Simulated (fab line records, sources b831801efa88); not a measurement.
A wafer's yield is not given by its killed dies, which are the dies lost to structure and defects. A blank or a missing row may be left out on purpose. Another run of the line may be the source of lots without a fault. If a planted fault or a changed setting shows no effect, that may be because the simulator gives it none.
One fault through the eyes of 2 desks    flow sky130    each desk holds nothing but its own numbers, with what lay behind them at the end

METROLOGY DESK
What the gauges read, lot by lot, whatever tool the lot ran on: means of the sampled wafers that have a number. If a lot's mean is further than 4 standard deviations from the usual mean, the lot is out of limits and carries the mark OUT (the distance appears in the brackets).
Columns: A = VIA3_OVL at SKY_VIA3_OVL_MEAS_13, usual 6 nm
lot   first seen here  A
L975  day 39 06:05     13
L977  day 40 13:08     7
L979  day 40 19:20     7
L980  day 41 04:47     8
L981  day 41 15:20     6
L982  day 41 21:08     6
L987  day 42 23:35     5
L986  day 43 01:05     2
L990  day 44 04:20     3
L995  day 45 18:29     5
L998  day 46 04:36     -2
This desk found nothing out of limits on any of the 11 lots.

FOR THE TOOL OWNER'S DESK: litho-track-01
The tool's own readings at SKY_METAL5_COAT_09 (resist thk 1800 nm): means of the sampled wafers that have a number, for each lot that ran on this tool. If a lot's mean is further than 4 standard deviations from the usual mean, the lot is out of limits and carries the mark OUT (the distance appears in the brackets).
Columns: A = resist-line-temp-C at SKY_METAL5_COAT_09, usual 23.02 C
lot   first seen here  A
L975  day 42 20:52     22.94
L987  day 46 11:40     23.02
L986  day 46 12:37     22.94
L990  day 47 11:27     23.09
L995  day 48 20:32     22.87
This desk found nothing out of limits on any of the 5 lots.

PUT TOGETHER
At the metrology desk, nothing out of limits was observed.
The tool owner's desk saw nothing out of limits.

WHAT HAD BEEN PUT IN BY THE SIMULATOR
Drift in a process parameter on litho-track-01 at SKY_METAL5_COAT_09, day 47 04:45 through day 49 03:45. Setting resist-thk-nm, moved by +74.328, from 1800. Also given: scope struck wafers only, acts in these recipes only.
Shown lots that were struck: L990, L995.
